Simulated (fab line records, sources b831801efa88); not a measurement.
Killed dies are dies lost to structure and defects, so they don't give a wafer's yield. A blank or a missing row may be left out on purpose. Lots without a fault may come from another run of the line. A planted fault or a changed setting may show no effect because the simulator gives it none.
fab line records | flow sky130 | part 2 of 2: steps 30 to 40 of 40
record lots=5 wafers=15 last_day=49
route steps=708 shown SD_P@324 RES_XHIGH@332 SD_N@342 SALICIDE@361 LI_CONTACT@362
lots that met no fault: from a run of the same line without faults
start_h: hours from the record's first day to the start of the lot's first wafer shown | wait_h: hours since the lot's step before | " the same as in the row above | L1.1+2: a row that stands for several wafers | - no value, or no start given | * or withheld: withheld | < > ~ a bound
route shown NAME@n: a module of which the file shows steps, and the number in the route of the first | usual: mean/standard deviation of fault-free wafers | same: alike in all rows | chamber/n: place in a boat | sites: the reading at each site | _std_site: their standard deviation | _edge_site: outer sites' mean less inner sites' | radius_mm: how far each site lies from the wafer's centre | mask NAME#n: copy n | behind: the tool/chamber that last shaped the wafer | hold: why the lot was held/for how many hours/how that ended | device: the transistor (n, p or np) that didn't switch | end of line: the same wafers' tests at the end of the route | a step without rows: its recipe alone | killed: dies lost to structure and defects at the first sort, not the wafer's yield | map: a wafer's dies, x killed, . not, _ none there
set.NAME: the setting as run; set.NAME@STEP: as run at that earlier step | model.NAME: the simulator's own value behind a step, which no gauge read
lots at some steps of the route; a table a step, a row a wafer
services: from which hour (start_h, from the record's first day; less than 0 if before it) a tool's chamber was out of use, for how many hours, and why
## steps
# step SKY_SD_N_STRIP_11
# recipe chemistry=O2/N2 power_w=1400 pressure_mtorr=1500 platen_temp_c=withheld o2_flow_sccm=3000 n2_flow_sccm=300 overash_fraction=0.5
# usual drypump_motor_current_A=5.4/0.47 oes_product_au=0.527/0.0047 strip_time_to_endpoint_s=22.55/0.037
# columns lot.wafer tool chamber start_h wait_h drypump_motor_current_A oes_product_au rf_hours_counter_h strip_time_to_endpoint_s
L076.2 plasma_asher-02 1 669.40 0.1 5.1 0.518 22 22.58
L076.3 " 1 " " 5.1 0.526 - 22.50
L076.6 " 0 " " 5.2 0.525 - 22.55
L082.2 plasma_asher-02 1 721.90 0.1 5.1 0.535 27 22.56
L082.4 " 0 " " 5.2 0.526 - 22.53
L082.6 " 0 " " 5.2 0.531 - 22.55
L083.2 plasma_asher-02 1 731.75 0.1 5.1 0.526 28 22.57
L083.5 " 0 " " 5.2 0.529 - 22.55
L083.6 " 1 " " 5.1 0.528 - 22.59
L084.1 plasma_asher-03 1 734.20 0.1 5.9 0.530 94 22.57
L084.2 " 0 " " 6.1 0.522 94 22.56
L084.3 " 1 " " 6.0 0.529 - 22.56
L092.2 plasma_asher-02 1 794.45 0.1 5.2 0.520 34 22.60
L092.3 " 0 " " 5.2 0.533 - 22.58
L092.4 " 1 " " 5.1 0.522 - 22.51
# step SKY_SD_N_TW_MEAS_12
# usual SD_N_TW=3972/32
# columns lot.wafer tool chamber start_h wait_h SD_N_TW
L076.2 film_metro-01 - 669.51 0.1 3998
L076.3 " - " " 3978
L076.6 " - " " 3992
L082.2 film_metro-04 - 722.01 0.1 3948
L082.4 " - " " 3927
L082.6 " - " " 3923
L083.2 film_metro-04 - 731.86 0.1 3917
L083.5 " - " " 3884
L083.6 " - " " 3906
L084.1 film_metro-02 - 734.30 0.1 3964
L084.2 " - " " 3965
L084.3 " - " " 3969
L092.2 film_metro-01 - 794.56 0.1 4031
L092.3 " - " " 4021
L092.4 " - " " 4029
# step SKY_SD_N_CLEAN_13
# recipe chemistry=SC1/SC2 mix=1:4:20 temp_c=70 time_s=150 dry=n2_spin
# usual bath_heat_duty_pct=14.2/1.1
# columns lot.wafer tool chamber start_h wait_h bath_heat_duty_pct
L076.2 wet_bench-03 1 669.56 0.0 14.1
L076.3 " 1 " " 13.8
L076.6 " 1 " " 14.3
L082.2 wet_bench-02 0 722.06 0.0 15.3
L082.4 " 0 " " 13.9
L082.6 " 0 " " 15.2
L083.2 wet_bench-02 3 731.91 0.0 13.3
L083.5 " 3 " " 12.8
L083.6 " 3 " " 12.9
L084.1 wet_bench-04 3 734.36 0.1 15.3
L084.2 " 3 " " 16.4
L084.3 " 3 " " 16.5
L092.2 wet_bench-02 3 794.61 0.0 13.3
L092.3 " 3 " " 13.4
L092.4 " 3 " " 13.5
# step SKY_SD_N_RTA_14
# recipe temp_c=1075 time_s=2 idle_temp_c=650 ramp_up_c_per_s=150 ramp_down_c_per_s=90 ambient=N2
# usual lamp_power_pct=15.74/0.053 wafer_temp_C_max=1078.1/1.3
# columns lot.wafer tool chamber start_h wait_h lamp_power_pct wafer_temp_C_max
L076.2 rtp_anneal-02 0 669.62 0.0 15.77 1077.6
L076.3 " 0 " " 15.74 1078.8
L076.6 " 0 " " 15.77 1076.2
L082.2 rtp_anneal-02 0 722.12 0.0 15.75 1077.3
L082.4 " 0 " " 15.72 1077.4
L082.6 " 0 " " 15.79 1076.7
L083.2 rtp_anneal-02 0 731.97 0.0 15.79 1078.0
L083.5 " 0 " " 15.78 1077.9
L083.6 " 0 " " 15.80 1079.4
L084.1 rtp_anneal-02 0 734.41 0.0 15.69 1080.5
L084.2 " 0 " " 15.75 1076.2
L084.3 " 0 " " 15.72 1080.2
L092.2 rtp_anneal-02 0 794.67 0.0 15.69 1078.9
L092.3 " 0 " " 15.69 1078.1
L092.4 " 0 " " 15.68 1076.9
# step SKY_SD_N_RS_MEAS_16
# recipe thk_meas_gauge=four-point-probe
# usual SD_N_RS=68.65/0.13
# columns lot.wafer tool chamber start_h wait_h SD_N_RS[ohm/sq]
L076.2 film_metro-04 - 669.81 0.1 68.35
L076.3 " - " " 68.45
L076.6 " - " " 68.44
L082.2 film_metro-02 - 722.30 0.1 68.74
L082.4 " - " " 68.75
L082.6 " - " " 68.94
L083.2 film_metro-02 - 732.15 0.1 68.56
L083.5 " - " " 68.76
L083.6 " - " " 68.58
L084.1 film_metro-01 - 734.58 0.1 68.59
L084.2 " - " " 68.63
L084.3 " - " " 68.59
L092.2 film_metro-04 - 794.85 0.1 68.40
L092.3 " - " " 68.57
L092.4 " - " " 68.68
# step SKY_SD_N_RS_MEAS_17
# recipe thk_meas_gauge=four-point-probe
# usual SD_P_RS=147.3/0.39
# columns lot.wafer tool chamber start_h wait_h SD_P_RS[ohm/sq]
L076.2 film_metro-04 - 669.93 0.1 146.6
L076.3 " - " " 146.6
L076.6 " - " " 146.7
L082.2 film_metro-02 - 722.42 0.1 147.4
L082.4 " - " " 147.2
L082.6 " - " " 147.5
L083.2 film_metro-02 - 732.27 0.1 147.3
L083.5 " - " " 147.6
L083.6 " - " " 147.0
L084.1 film_metro-01 - 734.70 0.1 147.1
L084.2 " - " " 147.1
L084.3 " - " " 147.9
L092.2 film_metro-04 - 794.97 0.1 146.8
L092.3 " - " " 146.6
L092.4 " - " " 147.1
# step SKY_SD_N_RS_MEAS_18
# recipe thk_meas_gauge=four-point-probe
# usual RES_XHIGH_RS=333.6/1.2
# columns lot.wafer tool chamber start_h wait_h RES_XHIGH_RS[ohm/sq]
L076.2 film_metro-04 - 670.05 0.1 334.5
L076.3 " - " " 333.0
L076.6 " - " " 333.5
L082.2 film_metro-02 - 722.54 0.1 332.6
L082.4 " - " " 332.3
L082.6 " - " " 332.6
L083.2 film_metro-02 - 732.39 0.1 333.5
L083.5 " - " " 333.5
L083.6 " - " " 333.4
L084.1 film_metro-01 - 734.82 0.1 333.5
L084.2 " - " " 332.8
L084.3 " - " " 334.0
L092.2 film_metro-04 - 795.09 0.1 333.1
L092.3 " - " " 331.7
L092.4 " - " " 331.1
# step SKY_SALICIDE_CLEAN_00
# recipe chemistry=HF-last time_s=30 dilution=100:1 dry=ipa_marangoni
# columns lot.wafer tool chamber start_h wait_h
L076.2+3+6 wet_bench-04 0 670.15 0.1
L082.2+4+6 wet_bench-01 0 722.64 0.1
L083.2+5+6 wet_bench-03 2 732.49 0.1
L084.1+2+3 wet_bench-01 3 734.94 0.1
L092.2+3+4 wet_bench-03 1 795.19 0.1
# step SKY_LI_CONTACT_HDPCVD_00
# recipe material=PSG target_thk_nm=930 sigma_open_frac=0.3 time_s=155 temp_c=600 sih4_flow_sccm=60 pressure_mtorr=6
# columns lot.wafer tool chamber start_h wait_h
L076.2+3+6 hdpcvd-02 2,1,0 670.17 0.0
L082.2+4+6 hdpcvd-02 1,1,2 722.66 0.0
L083.2+5+6 hdpcvd-02 0,0,2 732.51 0.0
L084.1+2+3 hdpcvd-02 0,1,2 734.96 0.0
L092.2+3+4 hdpcvd-01 2,2,0 795.21 0.0
# step SKY_LI_CONTACT_THK_MEAS_01
# recipe reads=PSG_of_LI_CONTACT_HDPCVD_00
# usual LI_CONTACT_HDPCVD_THK=928/10
# columns lot.wafer tool chamber start_h wait_h LI_CONTACT_HDPCVD_THK[nm]
L076.2 film_metro-02 - 670.28 0.1 932
L076.3 " - " " 930
L076.6 " - " " 933
L082.2 film_metro-02 - 722.77 0.1 905
L082.4 " - " " 905
L082.6 " - " " 928
L083.2 film_metro-04 - 732.62 0.1 920
L083.5 " - " " 919
L083.6 " - " " 935
L084.1 film_metro-02 - 735.06 0.1 937
L084.2 " - " " 913
L084.3 " - " " 935
L092.2 film_metro-01 - 795.38 0.1 938
L092.3 " - " " 951
L092.4 " - " " 937
# step SKY_LI_CONTACT_CMP_02
# recipe material=PSG down_force_psi=4 platen_rpm=60 pad_velocity_m_s=0.94248
# usual motor_current_A=12.2/1.2 time_to_endpoint_s=32/3.4
# columns lot.wafer tool chamber start_h wait_h motor_current_A time_to_endpoint_s
L076.2 cmp-02 3 670.43 0.1 11.3 30
L076.3 " 0 " " 10.8 29
L076.6 " 2 " " 12.6 33
L082.2 cmp-01 2 723.05 0.3 12.9 34
L082.4 " 3 " " 14.0 29
L082.6 " 0 " " 10.9 35
L083.2 cmp-02 2 732.72 0.1 13.6 31
L083.6 " 1 " " 13.3 32
L083.5 " 2 " " 12.7 30
L084.2 cmp-02 0 735.12 0.0 10.1 25
L084.3 " 1 " " 12.7 32
L084.1 " 2 " " 12.5 31
L092.4 cmp-01 1 795.65 0.2 11.5 30
L092.3 " 3 " " 13.9 27
L092.2 " 0 " " 10.6 33
## services
# columns tool chamber start_h hours kind
implanter-03 - 585.22 1.9 repair
cmp-02 - 585.78 1.5 repair
plasma_asher-03 - 592.03 2.8 pm
plasma_asher-03 - 595.31 6.1 repair
implanter-04 - 599.74 2.7 repair
wet_bench-01 - 614.98 1.2 repair
iline_stepper-01 - 619.07 1.7 pm
plasma_asher-02 - 619.08 15.6 pm
implanter-04 - 619.45 4.4 repair
implanter-01 - 628.38 5.6 repair
implanter-04 - 629.04 5.5 pm
implanter-01 - 634.01 11.8 pm
implanter-04 - 639.87 1.7 repair
implanter-04 - 640.79 8.7 repair
cmp-02 - 645.01 10.9 pm
iline_stepper-01 - 676.15 2.1 pm
plasma_asher-03 - 699.71 3.8 repair
iline_stepper-01 - 733.35 0.9 repair
iline_stepper-01 - 741.94 4.4 pm
hdpcvd-02 0 746.59 11.4 repair
plasma_asher-02 - 758.29 3.9 repair
rtp_anneal-02 - 762.39 3.9 pm
implanter-03 - 762.87 4.7 pm
cmp-02 - 779.01 5.3 pm
